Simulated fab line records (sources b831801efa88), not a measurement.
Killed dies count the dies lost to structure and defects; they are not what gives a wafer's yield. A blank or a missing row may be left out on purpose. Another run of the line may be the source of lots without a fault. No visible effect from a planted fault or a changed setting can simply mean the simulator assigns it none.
fab line records	flow sky130
record: lots: 7	wafers: 19	last_day: 49
route steps=708 shown VIA3@588 METAL4@598 CAP2M@603 PAD_OPEN@708
lots that met no fault: from a run of the same line without faults
start_h: hours from the record's first day to the start of the lot's first wafer shown	wait_h: hours from the lot's prior step to this one	" repeats the value in the row above	L1.1+2: a row that stands for several wafers	- either no value or no given start	* or withheld: withheld	< > ~ a bound
route shown NAME@n: a module of which the file shows steps, and the number in the route of the first	usual: the fault-free wafers' mean and standard deviation	same: alike in all rows	chamber/n: place in a boat	sites: the reading at each site	_std_site: their standard deviation	_edge_site: outer sites' mean less inner sites'	radius_mm: for every site, how far away it sits from the centre of the wafer	mask NAME#n: copy n	behind: the last tool/chamber to shape the wafer	hold: why the lot was held/for how many hours/how that ended	device: which transistor (n, p or np) failed to switch	end of line: the same wafers' tests at the end of the route	a step without rows: its recipe alone	killed: at the first sort, the dies lost to defects and structure; wafer yield is something else	map: the dies of a wafer, with x for killed, . for not killed, _ for no die there
set.NAME: the setting as run; set.NAME@STEP: as run at that earlier step	model.NAME: the simulator's own value behind a step, which no gauge read
lots seen at some steps along the route; tables by step, rows by wafer
services: when a tool's chamber went out of use (start_h, in hours from the record's first day, below 0 if earlier), for how many hours, and the reason
== steps ==
step: SKY_VIA3_ETCH_15
recipe: target: SiO2	chemistry: C4F8/O2/Ar	target_depth_nm: 507	stop_on: TiN	mask_material: KrF-thick	source_w: 1500	bias_w: 1200	pressure_mtorr: 40	c4f8_flow_sccm: withheld	O2_flow_sccm: 6	Ar_flow_sccm: 300	time_s: 78
step: SKY_VIA3_STRIP_16
recipe: chemistry: O2/N2	power_w: 1400	pressure_mtorr: 1500	platen_temp_c: withheld	o2_flow_sccm: 3000	n2_flow_sccm: 300	overash_fraction: 0.5
step: SKY_VIA3_STRIP_17
recipe: chemistry: post_etch_residue_remover	time_s: 1200	temp_c: 72.5
step: SKY_VIA3_CLEAN_18
recipe: chemistry: IPA	time_s: 180	temp_c: 25
step: SKY_VIA3_CLEAN_19
recipe: chemistry: O3/DIW	dry: n2_spin
step: SKY_VIA3_SPUTTER_20
recipe: material: TiN	target_thk_nm: 20	chamber_pressure_pa: 5	power_w: 4000	time_s: 80
step: SKY_VIA3_CVD_21
recipe: material: W	target_thk_nm: 390	time_s: 117.31	temp_c: 400	pressure_torr: 40
usual: chamber_pressure_Torr: 40.00/0.081	heater_power_w: 846/90
same: time_s: 117.31
lot.wafer	tool	chamber	start_h	wait_h	chamber_pressure_Torr	heater_power_w	since_wet_clean_h
L210.2	cvd_w-01	1	934.94	0.0	39.98	849	17
L210.3	"	0	"	"	40.13	762	-
L210.5	"	1	"	"	39.91	855	-
L211.2	cvd_w-01	0	944.11	0.0	39.94	790	26
L211.4	"	1	"	"	40.01	860	-
L211.6	"	0	"	"	40.06	748	-
L216.1	cvd_w-01	0	974.38	0.0	39.97	770	56
L216.2	"	1	"	"	39.96	851	56
L216.4	"	0	"	"	40.04	762	-
L217.1	cvd_w-02	1	985.43	0.0	39.94	987	581
L217.3	"	0	"	"	40.14	768	-
L217.4	"	1	"	"	39.98	985	-
L218.1	cvd_w-02	0	990.95	0.0	40.01	748	587
L218.3	"	0	"	"	39.91	771	-
L221.3	cvd_w-02	0	1003.13	0.1	39.97	757	-
L221.4	"	1	"	"	39.99	972	-
L228.3	cvd_w-01	1	1045.54	0.1	40.00	851	-
L228.4	"	0	"	"	40.04	794	-
L228.5	"	1	"	"	40.13	869	-
step: SKY_VIA3_RS_MEAS_22
recipe: thk_meas_gauge: four-point-probe	reads: W_of_VIA3_CVD_21+TiN_of_VIA3_SPUTTER_20
usual: VIA3_W_RS: 0.295/0.0049
lot.wafer	tool	chamber	start_h	wait_h	VIA3_W_RS[ohm/sq]
L210.2	film_metro-04	-	935.08	0.1	0.293
L210.3	"	-	"	"	0.290
L210.5	"	-	"	"	0.294
L211.2	film_metro-01	-	944.25	0.1	0.292
L211.4	"	-	"	"	0.296
L211.6	"	-	"	"	0.288
L216.1	film_metro-01	-	974.51	0.1	0.290
L216.2	"	-	"	"	0.295
L216.4	"	-	"	"	0.288
L217.1	film_metro-04	-	985.56	0.1	0.296
L217.3	"	-	"	"	0.297
L217.4	"	-	"	"	0.297
L218.1	film_metro-01	-	991.07	0.1	0.299
L218.3	"	-	"	"	0.300
L221.3	film_metro-04	-	1003.25	0.1	0.304
L221.4	"	-	"	"	0.299
L228.3	film_metro-03	-	1045.66	0.1	0.294
L228.4	"	-	"	"	0.290
L228.5	"	-	"	"	0.291
step: SKY_VIA3_THK_MEAS_23
recipe: thk_meas_gauge: xrf	reads: W_of_VIA3_CVD_21
usual: VIA3_W_THK: 379/7.1
lot.wafer	tool	chamber	start_h	wait_h	VIA3_W_THK[nm]
L210.2	film_metro-04	-	935.19	0.1	383
L210.3	"	-	"	"	392
L210.5	"	-	"	"	382
L211.2	film_metro-01	-	944.36	0.1	379
L211.4	"	-	"	"	376
L211.6	"	-	"	"	386
L216.1	film_metro-01	-	974.63	0.1	388
L216.2	"	-	"	"	379
L216.4	"	-	"	"	391
L217.1	film_metro-04	-	985.68	0.1	380
L217.3	"	-	"	"	378
L217.4	"	-	"	"	379
L218.1	film_metro-01	-	991.19	0.1	375
L218.3	"	-	"	"	374
L221.3	film_metro-04	-	1003.35	0.1	372
L221.4	"	-	"	"	376
L228.3	film_metro-03	-	1045.76	0.1	378
L228.4	"	-	"	"	385
L228.5	"	-	"	"	381
step: SKY_VIA3_CMP_24
recipe: stop_on: SiO2	t_overpolish_s: 20	down_force_psi: 3.5	platen_rpm: 60	target_thk_nm: 0	pad_velocity_m_s: 0.94248
step: SKY_METAL4_SPUTTER_00
recipe: material: Ti	target_thk_nm: 15	power_w: 3000	time_s: 10	chamber_pressure_pa: 0.4
step: SKY_METAL4_SPUTTER_01
recipe: material: TiN	target_thk_nm: 20	power_w: 6500	time_s: 16.7	chamber_pressure_pa: 0.4
usual: throttle_valve_pct: 29.4/0.84
same: time_s: 16.7
lot.wafer	tool	chamber	start_h	wait_h	throttle_valve_pct
L210.2	pvd_sputter-04	-	935.57	0.0	29.0
L210.3	"	-	"	"	30.3
L210.5	"	-	"	"	30.2
L211.2	pvd_sputter-03	-	944.73	0.0	30.4
L211.4	"	-	"	"	29.7
L211.6	"	-	"	"	28.6
L216.1	pvd_sputter-03	-	975.01	0.0	30.5
L216.2	"	-	"	"	28.4
L216.4	"	-	"	"	29.7
L217.1	pvd_sputter-04	-	986.29	0.0	30.4
L217.3	"	-	"	"	29.0
L217.4	"	-	"	"	28.0
L218.1	pvd_sputter-03	-	991.57	0.0	29.8
L218.3	"	-	"	"	30.9
L221.3	pvd_sputter-03	-	1003.71	0.0	28.4
L221.4	"	-	"	"	30.5
L228.3	pvd_sputter-04	-	1046.12	0.0	27.8
L228.4	"	-	"	"	30.5
L228.5	"	-	"	"	30.1
step: SKY_METAL4_SPUTTER_02
recipe: material: AlCu	target_thk_nm: 735	power_w: 10600	time_s: 39.1	chamber_pressure_pa: 0.4
usual: throttle_valve_pct: 29.4/0.84
lot.wafer	tool	chamber	start_h	wait_h	throttle_valve_pct	model.AlCu_of_METAL4_SPUTTER_02.thk_nm
L210.2	pvd_sputter-04	-	935.59	0.0	29.2	731.8
L210.3	"	-	"	"	30.2	723.4
L210.5	"	-	"	"	30.5	719.7
L211.2	pvd_sputter-03	-	944.76	0.0	30.5	722.7
L211.4	"	-	"	"	29.6	722.2
L211.6	"	-	"	"	28.9	721.6
L216.1	pvd_sputter-03	-	975.04	0.0	30.5	728.4
L216.2	"	-	"	"	28.5	744.6
L216.4	"	-	"	"	29.8	947.2
L217.1	pvd_sputter-04	-	986.32	0.0	30.2	730.2
L217.3	"	-	"	"	28.9	742.3
L217.4	"	-	"	"	27.8	726.5
L218.1	pvd_sputter-03	-	991.60	0.0	29.9	721.2
L218.3	"	-	"	"	30.7	923.7
L221.3	pvd_sputter-03	-	1003.74	0.0	28.7	947.9
L221.4	"	-	"	"	30.5	931.4
L228.3	pvd_sputter-04	-	1046.15	0.0	27.8	725.3
L228.4	"	-	"	"	30.3	725.1
L228.5	"	-	"	"	30.0	733.1
step: SKY_METAL4_SPUTTER_03
recipe: material: Ti	target_thk_nm: 5	power_w: 3000	time_s: 3.3	chamber_pressure_pa: 0.4
usual: throttle_valve_pct: 29.5/0.83
same: time_s: 3.3
lot.wafer	tool	chamber	start_h	wait_h	throttle_valve_pct
L210.2	pvd_sputter-04	-	935.63	0.0	29.1
L210.3	"	-	"	"	30.3
L210.5	"	-	"	"	30.2
L211.2	pvd_sputter-03	-	944.80	0.0	30.5
L211.4	"	-	"	"	29.9
L211.6	"	-	"	"	28.7
L216.1	pvd_sputter-03	-	975.07	0.0	30.5
L216.2	"	-	"	"	28.6
L216.4	"	-	"	"	29.6
L217.1	pvd_sputter-04	-	986.36	0.0	30.3
L217.3	"	-	"	"	29.1
L217.4	"	-	"	"	28.0
L218.1	pvd_sputter-03	-	991.64	0.0	29.6
L218.3	"	-	"	"	30.8
L221.3	pvd_sputter-03	-	1003.77	0.0	28.4
L221.4	"	-	"	"	30.7
L228.3	pvd_sputter-04	-	1046.19	0.0	28.0
L228.4	"	-	"	"	30.6
L228.5	"	-	"	"	30.1
step: SKY_METAL4_SPUTTER_04
recipe: material: TiN	target_thk_nm: 70	power_w: 6500	time_s: 58.3	chamber_pressure_pa: 0.4
usual: throttle_valve_pct: 29.5/0.84
same: time_s: 58.3
lot.wafer	tool	chamber	start_h	wait_h	throttle_valve_pct
L210.2	pvd_sputter-04	-	935.65	0.0	29.1
L210.3	"	-	"	"	30.6
L210.5	"	-	"	"	30.4
L211.2	pvd_sputter-03	-	944.82	0.0	30.7
L211.4	"	-	"	"	29.9
L211.6	"	-	"	"	29.1
L216.1	pvd_sputter-03	-	975.09	0.0	30.6
L216.2	"	-	"	"	28.7
L216.4	"	-	"	"	29.8
L217.1	pvd_sputter-04	-	986.38	0.0	30.4
L217.3	"	-	"	"	29.1
L217.4	"	-	"	"	27.8
L218.1	pvd_sputter-03	-	991.66	0.0	29.7
L218.3	"	-	"	"	30.3
L221.3	pvd_sputter-03	-	1003.79	0.0	28.4
L221.4	"	-	"	"	30.5
L228.3	pvd_sputter-04	-	1046.20	0.0	27.9
L228.4	"	-	"	"	30.3
L228.5	"	-	"	"	30.0
step: SKY_CAP2M_CVD_00
recipe: material: SiO2	target_thk_nm: 15.5	temp_c: 400	time_s: withheld	rf_w: 450
step: SKY_CAP2M_THK_MEAS_01
recipe: reads: SiO2_of_CAP2M_CVD_00
usual: CAP2M_CVD_00_THK: 15.45/0.24
lot.wafer	tool	chamber	start_h	wait_h	CAP2M_CVD_00_THK[nm]
L210.2	film_metro-03	-	935.73	-	14.84
L210.3	"	-	"	"	15.29
L210.5	"	-	"	"	15.61
L211.2	film_metro-01	-	944.90	-	15.43
L211.4	"	-	"	"	15.36
L211.6	"	-	"	"	15.74
L216.1	film_metro-01	-	975.16	-	15.25
L216.2	"	-	"	"	15.38
L216.4	"	-	"	"	15.38
L217.1	film_metro-02	-	986.45	-	15.23
L217.3	"	-	"	"	15.50
L217.4	"	-	"	"	15.40
L218.1	film_metro-03	-	991.73	-	15.50
L218.3	"	-	"	"	15.58
L221.3	film_metro-03	-	1003.88	-	15.84
L221.4	"	-	"	"	15.73
L228.3	film_metro-03	-	1046.29	-	15.31
L228.4	"	-	"	"	15.42
L228.5	"	-	"	"	15.55
step: SKY_CAP2M_SPUTTER_02
recipe: material: TiN	target_thk_nm: 200	temp_c: 300	power_w: 6500	time_s: 166.7	chamber_pressure_pa: 0.4
step: SKY_CAP2M_RS_MEAS_03
recipe: thk_meas_gauge: four-point-probe	reads: TiN_of_CAP2M_SPUTTER_02
usual: CAP2M_TIN_RS: 6.96/0.075
lot.wafer	tool	chamber	start_h	wait_h	CAP2M_TIN_RS[ohm/sq]
L210.2	film_metro-02	-	935.91	0.1	7.00
L210.3	"	-	"	"	7.02
L210.5	"	-	"	"	7.00
L211.2	film_metro-03	-	945.08	0.1	6.97
L211.4	"	-	"	"	6.93
L211.6	"	-	"	"	6.94
L216.1	film_metro-02	-	975.33	0.1	7.06
L216.2	"	-	"	"	7.04
L216.4	"	-	"	"	7.10
L217.1	film_metro-02	-	986.62	0.1	6.97
L217.3	"	-	"	"	7.05
L217.4	"	-	"	"	6.92
L218.1	film_metro-01	-	991.90	0.1	7.09
L218.3	"	-	"	"	7.03
L221.3	film_metro-02	-	1004.07	0.1	6.94
L221.4	"	-	"	"	6.99
L228.3	film_metro-02	-	1046.48	0.1	6.86
L228.4	"	-	"	"	6.97
L228.5	"	-	"	"	6.89
step: SKY_CAP2M_THK_MEAS_04
recipe: thk_meas_gauge: xrf	reads: TiN_of_CAP2M_SPUTTER_02
usual: CAP2M_TIN_THK: 197.5/2.2
lot.wafer	tool	chamber	start_h	wait_h	CAP2M_TIN_THK[nm]
L210.2	film_metro-02	-	936.02	0.1	196.0
L210.3	"	-	"	"	197.6
L210.5	"	-	"	"	195.8
L211.2	film_metro-03	-	945.19	0.1	197.5
L211.4	"	-	"	"	199.1
L211.6	"	-	"	"	197.8
L216.1	film_metro-02	-	975.45	0.1	196.1
L216.2	"	-	"	"	195.7
L216.4	"	-	"	"	193.4
L217.1	film_metro-02	-	986.74	0.1	197.0
L217.3	"	-	"	"	196.3
L217.4	"	-	"	"	199.3
L218.1	film_metro-01	-	992.02	0.1	193.4
L218.3	"	-	"	"	195.2
L221.3	film_metro-02	-	1004.17	0.1	199.9
L221.4	"	-	"	"	198.3
L228.3	film_metro-02	-	1046.58	0.1	200.4
L228.4	"	-	"	"	196.3
L228.5	"	-	"	"	200.1
step: SKY_CAP2M_DEHYDRATE_05
recipe: temp_c: 200	time_s: 60
step: SKY_CAP2M_HMDS_06
recipe: prime_time_s: 60	prime_temp_c: 120
step: SKY_CAP2M_COAT_07
recipe: resist: NOVOLAK	spin_rpm: 3000	resist_thk_nm: 1140
step: SKY_CAP2M_SOFTBAKE_08
recipe: temp_c: 90	time_s: 60	resist: NOVOLAK
step: SKY_CAP2M_EXPOSE_09
recipe: mask_id: CAP2M	na: 0.6	source_shape: conventional	sigma_outer: 0.6	polarization: unpolarized	target_cd_nm: 1000	dose_mj: 159
step: SKY_CAP2M_PEB_10
recipe: temp_c: withheld	time_s: *	resist: NOVOLAK
step: SKY_CAP2M_DEVELOP_11
recipe: resist: NOVOLAK	developer: TMAH	develop_time_s: 60	dev_temp_c: 23
step: SKY_CAP2M_OVL_MEAS_12
usual: CAP2M_OVL: 0.7/1.9
lot.wafer	tool	chamber	start_h	wait_h	CAP2M_OVL[nm]
L210.2	overlay-01	-	960.08	0.1	0.2
L210.3	"	-	"	"	-1.5
L210.5	"	-	"	"	-0.2
L211.2	overlay-02	-	968.90	0.1	2.4
L211.4	"	-	"	"	3.5
L211.6	"	-	"	"	2.4
L216.1	overlay-01	-	998.79	0.1	1.6
L216.2	"	-	"	"	0.9
L216.4	"	-	"	"	-0.3
L217.1	overlay-02	-	1009.79	0.1	0.7
L217.3	"	-	"	"	0.0
L217.4	"	-	"	"	0.1
L218.1	overlay-02	-	1014.72	0.1	1.2
L218.3	"	-	"	"	-0.1
L221.3	overlay-01	-	1026.70	0.1	-2.6
L221.4	"	-	"	"	-1.7
L228.3	overlay-01	-	1068.30	0.1	4.5
L228.4	"	-	"	"	1.7
L228.5	"	-	"	"	2.5
step: SKY_CAP2M_METAL_ETCH_13
recipe: target_depth_nm: 220	stop_on: SiO2	chemistry: Cl2/BCl3	target: TiN	pressure_mtorr: 10	icp_w: 900	bias_w: 48.5	Cl2_flow_sccm: 60	bcl3_flow_sccm: 30	time_s: 62.9
step: SKY_CAP2M_STRIP_14
recipe: chemistry: O2/N2	power_w: 1400	pressure_mtorr: 1500	platen_temp_c: withheld	o2_flow_sccm: 3000	n2_flow_sccm: 300	overash_fraction: 0.5
usual: drypump_motor_current_A: 5.68/0.23	n2_flow_sccm: 300.0/0.98	oes_product_au: 0.710/0.0047	strip_time_to_endpoint_s: 12.64/0.047
lot.wafer	tool	chamber	start_h	wait_h	drypump_motor_current_A	n2_flow_sccm	oes_product_au	rf_hours_counter_h	strip_time_to_endpoint_s
L210.2	plasma_asher-01	0	960.19	0.1	5.41	300.4	0.701	54	12.65
L210.3	"	0	"	"	5.39	300.1	0.703	-	12.68
L210.5	"	1	"	"	5.99	300.4	0.710	-	12.68
L211.2	plasma_asher-04	1	969.00	0.1	5.85	298.4	0.703	83	12.64
L211.4	"	1	"	"	5.86	298.3	0.715	-	12.61
L211.6	"	1	"	"	5.86	299.3	0.707	-	12.63
L216.1	plasma_asher-04	1	998.90	0.1	5.85	299.6	0.714	86	12.59
L216.2	"	0	"	"	5.68	299.5	0.713	86	12.67
L216.4	"	0	"	"	5.66	300.3	0.721	-	12.62
L217.1	plasma_asher-02	1	1009.90	0.1	5.36	301.9	0.711	26	12.65
L217.3	"	1	"	"	5.33	300.9	0.714	-	12.71
L217.4	"	0	"	"	5.75	300.3	0.706	-	12.59
L218.1	plasma_asher-01	0	1014.84	0.1	5.44	298.5	0.718	59	12.70
L218.3	"	1	"	"	6.00	299.3	0.710	-	12.70
L221.3	plasma_asher-01	1	1026.84	0.1	6.02	300.7	0.710	-	12.60
L221.4	"	0	"	"	5.46	300.6	0.722	-	12.68
L228.3	plasma_asher-01	0	1068.44	0.1	5.44	298.2	0.708	-	12.65
L228.4	"	1	"	"	6.01	300.8	0.716	-	12.65
L228.5	"	1	"	"	6.00	300.4	0.710	-	12.63
step: SKY_CAP2M_STRIP_15
recipe: chemistry: post_etch_residue_remover	time_s: 1200	temp_c: 72.5
step: SKY_CAP2M_CLEAN_16
recipe: chemistry: IPA	time_s: 180	temp_c: 25
step: SKY_CAP2M_CLEAN_17
recipe: chemistry: O3/DIW	dry: n2_spin
step: SKY_METAL4_DEHYDRATE_05
recipe: temp_c: 200	time_s: 60
step: SKY_METAL4_HMDS_06
recipe: prime_time_s: 60	prime_temp_c: 120
step: SKY_METAL4_COAT_07
recipe: resist: BARC	temp_c: withheld	time_s: withheld	spin_rpm: 3000	resist_thk_nm: 60
step: SKY_METAL4_COAT_08
recipe: resist: KrF-thick	spin_rpm: 3000	resist_thk_nm: 1140
step: SKY_METAL4_SOFTBAKE_09
recipe: temp_c: 100	time_s: 90	resist: KrF-thick
step: SKY_METAL4_EXPOSE_10
recipe: mask_id: MM4	na: 0.68	source_shape: annular	sigma_inner: 0.4	sigma_outer: 0.8	target_cd_nm: 300	dose_mj: 28
step: SKY_METAL4_PEB_11
recipe: peb_temp_c: withheld	peb_time_s: withheld	resist: KrF-thick
step: SKY_METAL4_DEVELOP_12
recipe: develop_time_s: 60	resist: KrF-thick	dev_temp_c: 21
step: SKY_METAL4_CD_MEAS_13
recipe: target_cd_nm: 300
usual: cd_nm: 299.7/1.3
lot.wafer	tool	chamber	start_h	wait_h	cd_nm
L210.2	cd_sem-01	-	984.59	-	299.1
L210.3	"	-	"	"	299.0
L210.5	"	-	"	"	297.8
L211.2	cd_sem-02	-	993.86	-	299.9
L211.4	"	-	"	"	299.9
L211.6	"	-	"	"	301.4
L216.1	cd_sem-02	-	1022.19	-	298.6
L216.2	"	-	"	"	299.0
L216.4	"	-	"	"	299.2
L217.1	cd_sem-02	-	1033.56	-	299.8
L217.3	"	-	"	"	298.9
L217.4	"	-	"	"	300.1
L218.1	cd_sem-02	-	1038.12	-	299.9
L218.3	"	-	"	"	298.8
L221.3	cd_sem-01	-	1049.76	-	298.9
L221.4	"	-	"	"	299.4
L228.3	cd_sem-02	-	1090.18	-	301.5
L228.4	"	-	"	"	302.0
L228.5	"	-	"	"	301.7
step: SKY_METAL4_METAL_ETCH_18
recipe: target_depth_a: 8450	stop_on: SiO2	over_etch_frac: 0.3	time_s: 183.1	chemistry: Cl2/BCl3	resist_sidewall_deg: 88	pressure_mtorr: 10	icp_w: 900	bias_w: 48.5	Cl2_flow_sccm: 60	bcl3_flow_sccm: 30
usual: drypump_motor_current_A: 5.9/0.47	oes_product_au: 0.864/0.007	throttle_valve_pct: 22.263/0.0087
same: time_s: 183.1
lot.wafer	tool	chamber	start_h	wait_h	drypump_motor_current_A	oes_product_au	rf_hours_counter_h	throttle_valve_pct
L210.2	rie_metal-03	0	984.88	0.0	5.2	0.863	6	22.272
L210.3	"	1	"	"	5.9	0.853	-	22.255
L210.5	"	1	"	"	5.9	0.865	-	22.275
L211.2	rie_metal-01	0	994.14	0.0	5.9	0.860	16	22.263
L211.4	"	0	"	"	5.9	0.854	-	22.274
L211.6	"	1	"	"	6.4	0.852	-	22.267
L216.1	rie_metal-04	0	1022.49	0.0	6.5	0.866	14	22.253
L216.2	"	1	"	"	5.3	0.866	11	22.272
L216.4	"	0	"	"	6.5	0.981	-	22.264
L217.1	rie_metal-01	0	1033.87	0.0	5.8	0.865	18	22.266
L217.3	"	0	"	"	5.8	0.875	-	22.251
L217.4	"	1	"	"	6.4	0.864	-	22.263
L218.1	rie_metal-04	0	1038.43	0.0	6.4	0.846	15	22.268
L218.3	"	0	"	"	6.4	0.976	-	22.274
L221.3	rie_metal-04	0	1050.09	0.1	6.5	0.990	-	22.265
L221.4	"	1	"	"	5.3	0.982	-	22.257
L228.3	rie_metal-04	1	1090.50	0.1	5.3	0.859	-	22.258
L228.4	"	0	"	"	6.4	0.862	-	22.259
L228.5	"	0	"	"	6.5	0.863	-	22.255
step: SKY_PAD_OPEN_PROBE_99
lot.wafer	tool	chamber	start_h	wait_h	hold	model.etest.met4_comb.leak_log10_a_um	model.etest.met4.line_ohm_um	model.etest.met4.rs_ohm_sq
L210.2	prober-02	-	1080.55	0.1	-	-11.92	0.1381	0.04295
L210.3	prober-02	-	1080.60	0.2	-	-11.98	0.1499	0.04353
L210.5	prober-02	-	1080.70	0.2	-	-12.08	0.148	0.04356
L211.2	prober-01	-	1090.05	0.1	-	-11.79	0.1451	0.04339
L211.4	prober-01	-	1090.15	0.2	-	-12.2	0.148	0.04393
L211.6	prober-01	-	1090.25	0.2	-	-12.03	0.1454	0.04355
L216.1	prober-02	-	1114.07	0.1	await_dispo/2.7h/release	-11.97	0.1427	0.04322
L216.2	prober-02	-	1114.12	0.1	await_dispo/2.7h/release	-12.12	0.1403	0.04188
L216.4	prober-02	-	1114.22	0.2	await_dispo/2.7h/release	-9.629	0.1101	0.03346
L217.1	prober-01	-	1122.29	0.1	-	-11.8	0.141	0.04346
L217.3	prober-01	-	1122.39	0.2	-	-12.01	0.1378	0.04212
L217.4	prober-01	-	1122.44	0.2	-	-12.04	0.1417	0.04338
L218.1	prober-02	-	1127.74	0.1	await_dispo/2.4h/release	-12.02	0.1458	0.04381
L218.3	prober-02	-	1127.84	0.2	await_dispo/2.4h/release	-11.63	0.1109	0.03403
L221.3	prober-01	-	1138.35	0.2	-	-10.38	0.109	0.03304
L221.4	prober-01	-	1138.40	0.2	-	-9.234	0.1124	0.03371
L228.3	prober-02	-	1172.29	0.2	-	-12.11	0.1403	0.04305
L228.4	prober-02	-	1172.34	0.2	-	-11.99	0.1436	0.04333
L228.5	prober-02	-	1172.39	0.2	-	-12.05	0.1412	0.04268
killed by level:class
L210.2 VIA3:geometric_particle:open=10 METAL2:geometric_particle:short=8 CONTACT:geometric_particle:open=7 LI_CONTACT:geometric_particle:open=6 FIELD_ISO:geometric_particle:short=4 LI_CONTACT:geometric_particle:short=4 VIA1:geometric_particle:open=4 VIA2:geometric_particle:open=4
L210.3 CONTACT:geometric_particle:open=14 VIA2:geometric_particle:open=11 FIELD_ISO:geometric_particle:open=9 VIA1:geometric_particle:open=8 VIA3:geometric_particle:open=8 LOCAL_INTERCONNECT:geometric_particle:short=5 VIA3:geometric_particle:short=5 METAL1:geometric_particle:short=4
L210.5 VIA1:geometric_particle:open=9 VIA2:geometric_particle:open=8 LI_CONTACT:geometric_particle:open=7 VIA3:geometric_particle:open=7 METAL2:geometric_particle:short=6 VIA1:geometric_particle:short=6 FIELD_ISO:geometric_particle:open=5 FIELD_ISO:geometric_particle:short=5
L211.2 CONTACT:geometric_particle:open=11 LI_CONTACT:geometric_particle:open=10 VIA1:geometric_particle:open=10 FIELD_ISO:geometric_particle:open=5 METAL1:geometric_particle:short=5 VIA2:geometric_particle:short=5 METAL1:geometric_particle:open=4 VIA1:geometric_particle:short=4
L211.4 METAL1:geometric_particle:short=10 CONTACT:geometric_particle:open=10 LI_CONTACT:geometric_particle:open=6 VIA1:geometric_particle:open=5 FIELD_ISO:geometric_particle:open=4 VIA2:geometric_particle:open=4 VIA3:geometric_particle:open=4 POLY_GATE:geometric_particle:short=3
L211.6 VIA1:geometric_particle:open=9 FIELD_ISO:geometric_particle:short=8 METAL2:geometric_particle:short=8 FIELD_ISO:geometric_particle:open=7 CONTACT:geometric_particle:open=6 CONTACT:geometric_particle:short=6 METAL1:geometric_particle:short=6 VIA2:geometric_particle:open=6
L217.1 CONTACT:geometric_particle:open=9 VIA1:geometric_particle:short=7 VIA2:geometric_particle:open=7 LI_CONTACT:geometric_particle:open=6 METAL1:geometric_particle:short=5 METAL3:geometric_particle:short=5 VIA3:geometric_particle:open=5 VIA1:geometric_particle:open=4
L217.3 CONTACT:geometric_particle:open=10 LI_CONTACT:geometric_particle:open=8 VIA1:geometric_particle:open=8 FIELD_ISO:geometric_particle:short=7 LOCAL_INTERCONNECT:geometric_particle:short=7 VIA2:geometric_particle:open=7 VIA3:geometric_particle:open=6 METAL1:geometric_particle:short=5
L217.4 VIA3:geometric_particle:open=11 METAL2:geometric_particle:short=9 VIA2:geometric_particle:open=7 POLY_GATE:geometric_particle:short=6 POLY_GATE:geometric_particle:open=6 CONTACT:geometric_particle:open=6 LOCAL_INTERCONNECT:geometric_particle:short=5 CONTACT:geometric_particle:short=5
L228.3 VIA1:geometric_particle:open=9 CONTACT:geometric_particle:short=8 LI_CONTACT:geometric_particle:open=8 METAL1:geometric_particle:short=7 VIA3:geometric_particle:open=6 VIA2:geometric_particle:open=6 POLY_GATE:geometric_particle:short=5 METAL1:geometric_particle:open=5
L228.4 LI_CONTACT:geometric_particle:open=9 VIA1:geometric_particle:open=9 VIA3:geometric_particle:open=8 CONTACT:geometric_particle:open=7 CONTACT:geometric_particle:short=7 METAL1:geometric_particle:short=7 FIELD_ISO:geometric_particle:short=6 POLY_GATE:geometric_particle:open=4
L228.5 CONTACT:geometric_particle:open=11 VIA1:geometric_particle:open=8 VIA2:geometric_particle:open=7 LI_CONTACT:geometric_particle:open=6 POLY_GATE:geometric_particle:open=6 VIA3:geometric_particle:open=5 POLY_GATE:geometric_particle:short=4 FIELD_ISO:geometric_particle:open=3
map L211.6 (x killed, . not)
__________....x.x..._________
________x.xx.........._______
______xx.........x......_____
_____..x......x...x....xx____
____...x.........x........___
___.x....x.....x.xx........__
__....xx..x....x............_
_.x..........................
_x...x....xxx.............xx.
_...x.x..x..x.xx....x.....x..
_...x......x.....xx.x....x...
_....x..xx........x...x.....x
_...x.xx.....................
_............x..xxx.....x..xx
_.x....x..x.x......x.x...x...
__..............x.x........._
___x.......x.x.....xx....xx__
____..........x.x......xx.___
_____x.xx................____
______..x...........x..._____
________.x..x..x.xx..._______
__________..x.x..x.x_________
map L210.5 (x killed, . not)
__________.x..xx..x._________
________........x....x_______
______x...........x...x._____
_____...........x..xx.x..____
____.x....x........x......___
___.x...x.....x.x...x..x...__
__...................x......_
_...x...x......x.............
_.x....x.xx....x.............
_x...x.......x......x........
_..x..x.......x....xx....x..x
_.......xx.x.......x.......x.
_........x..xx...x....x......
_....x......x......x..x.x.x..
_..........x..x.x.......xx...
__..x...x........xx...xxxxx._
___........x...x.x....x....__
____xxx...........x.......___
_____xxx..........x......____
______.x.....x......x..._____
________........x.x.xx_______
__________.x.....x.._________
== services ==
tool	chamber	start_h	hours	kind
cvd_w-01	0	918.00	-	clean
cvd_w-01	1	918.00	-	clean
cvd_w-01	-	919.31	1.0	repair
cvd_w-02	-	953.39	1.9	repair
pvd_sputter-04	-	957.31	26.4	repair
rie_metal-03	1	959.14	-	clean
rie_metal-03	1	959.14	17.3	scheduled_down
rie_metal-03	1	959.14	17.3	vent_cycle
plasma_asher-01	-	1006.28	4.5	repair
plasma_asher-04	-	1010.13	7.4	repair
pvd_sputter-03	-	1023.47	59.0	repair
pvd_sputter-04	-	1033.29	4.7	repair
plasma_asher-04	-	1047.07	5.6	repair
plasma_asher-02	-	1053.40	0.8	repair
pvd_sputter-03	1	1083.67	-	consumable_replace:kit
pvd_sputter-03	1	1083.67	18.0	scheduled_down
pvd_sputter-03	1	1083.67	18.0	vent_cycle
== key ==
first_sign: step: SKY_METAL4_METAL_ETCH_18	reading: oes_product_au	direction: up	sigmas: 17	usual: 0.864	struck: 0.982
effect: step: SKY_PAD_OPEN_PROBE_99	reading: hold	direction: added
model_effect: step: SKY_METAL4_SPUTTER_02	value: AlCu_of_METAL4_SPUTTER_02.thk_nm	without: 725	struck: 937.6
model_effect: step: SKY_PAD_OPEN_PROBE_99	value: etest.met4_comb.leak_log10_a_um	without: -12.03	struck: -10.22
met_at SKY_METAL4_SPUTTER_02
struck_wafers L216.4,L218.3,L221.3,L221.4
sort_left_out L216.4,L218.3,L221.3,L221.4
onset_between 944.76 975.04
fault: kind: process_parameter_drift	tool: pvd_sputter-03	chamber: -	onset_h: 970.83	steps: SKY_METAL4_SPUTTER_02	channel: target_thk_nm	offset: 212.52	shape: step	end_h: 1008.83	scope: struck_wafers_only	acts_in: these_recipes_only	stated: 735
sort_left_out: the simulated sort isn't trusted on such a fault, so these wafers' sort isn't shown, and their yield isn't known
